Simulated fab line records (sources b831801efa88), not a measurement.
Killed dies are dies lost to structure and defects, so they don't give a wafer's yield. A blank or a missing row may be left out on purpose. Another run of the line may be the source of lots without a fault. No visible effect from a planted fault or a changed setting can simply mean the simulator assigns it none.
Chamber matching :: flow sky130 :: rie-diel-01 running SKY_CONTACT_ETCH_16: 4 sister chambers
The step etches BARC in N2/H2, stops on SiO2, time 45.9 s, target depth 60 nm. 8 wafers are shown with their chamber, then 9 later ones without.

WAFERS PAIRED WITH THEIR CHAMBERS
wafer: L078.1
chamber: 1
drypump-motor-current-A (A): 6.16
chamber-pressure-mTorr (mTorr): 30.040

wafer: L078.5
chamber: 1
drypump-motor-current-A (A): 6.17
chamber-pressure-mTorr (mTorr): 30.027

wafer: L080.6
chamber: 0
drypump-motor-current-A (A): 5.65
chamber-pressure-mTorr (mTorr): 29.993

wafer: L086.1
chamber: 2
drypump-motor-current-A (A): 5.64
chamber-pressure-mTorr (mTorr): 30.001

wafer: L086.6
chamber: 3
drypump-motor-current-A (A): 6.23
chamber-pressure-mTorr (mTorr): 29.993

wafer: L089.1
chamber: 0
drypump-motor-current-A (A): 5.66
chamber-pressure-mTorr (mTorr): 30.007

wafer: L089.2
chamber: 3
drypump-motor-current-A (A): 6.25
chamber-pressure-mTorr (mTorr): 29.993

wafer: L089.6
chamber: 2
drypump-motor-current-A (A): 5.58
chamber-pressure-mTorr (mTorr): 30.012

WAFERS WITHOUT THEIR CHAMBER
wafer: L091.3
drypump-motor-current-A (A): 5.67
chamber-pressure-mTorr (mTorr): 30.031

wafer: L091.4
drypump-motor-current-A (A): 5.54
chamber-pressure-mTorr (mTorr): 30.026

wafer: L091.5
drypump-motor-current-A (A): 5.67
chamber-pressure-mTorr (mTorr): 29.990

wafer: L092.2
drypump-motor-current-A (A): 5.69
chamber-pressure-mTorr (mTorr): 30.038

wafer: L092.3
drypump-motor-current-A (A): 6.23
chamber-pressure-mTorr (mTorr): 29.973

wafer: L092.5
drypump-motor-current-A (A): 6.23
chamber-pressure-mTorr (mTorr): 29.994

wafer: L097.1
drypump-motor-current-A (A): 5.67
chamber-pressure-mTorr (mTorr): 29.976

wafer: L097.4
drypump-motor-current-A (A): 6.22
chamber-pressure-mTorr (mTorr): 29.984

wafer: L097.6
drypump-motor-current-A (A): 5.67
chamber-pressure-mTorr (mTorr): 30.004

WHICH CHAMBER EACH ONE RAN IN
wafer: L091.3
from the rows above: can't be placed: 0 or 2
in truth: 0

wafer: L091.4
from the rows above: 2
in truth: 2

wafer: L091.5
from the rows above: can't be placed: 0 or 2
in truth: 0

wafer: L092.2
from the rows above: can't be placed: 0 or 2
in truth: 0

wafer: L092.3
from the rows above: 3
in truth: 3

wafer: L092.5
from the rows above: 3
in truth: 3

wafer: L097.1
from the rows above: can't be placed: 0 or 2
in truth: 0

wafer: L097.4
from the rows above: 3
in truth: 3

wafer: L097.6
from the rows above: can't be placed: 0 or 2
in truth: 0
Placed correctly: 4 of 9. Unplaceable from these rows: 5, with the true chamber sitting among the candidates in 5. Wrongly placed: 0.
How it was worked out, from the rows above alone: a wafer's distance from a chamber is the root of the sum, over the readings, of the square of ((its reading less the chamber's mean) divided by the reading's scatter). If the next closest chamber is less than 2 further off than the closest, the wafer can't be placed; otherwise it belongs to the closest. For every chamber, the mean is computed from those of its wafers that are shown. The scatter: the root of (the sum of the squares of (reading less its chamber's mean) over the shown wafers, divided by (wafers less chambers)).
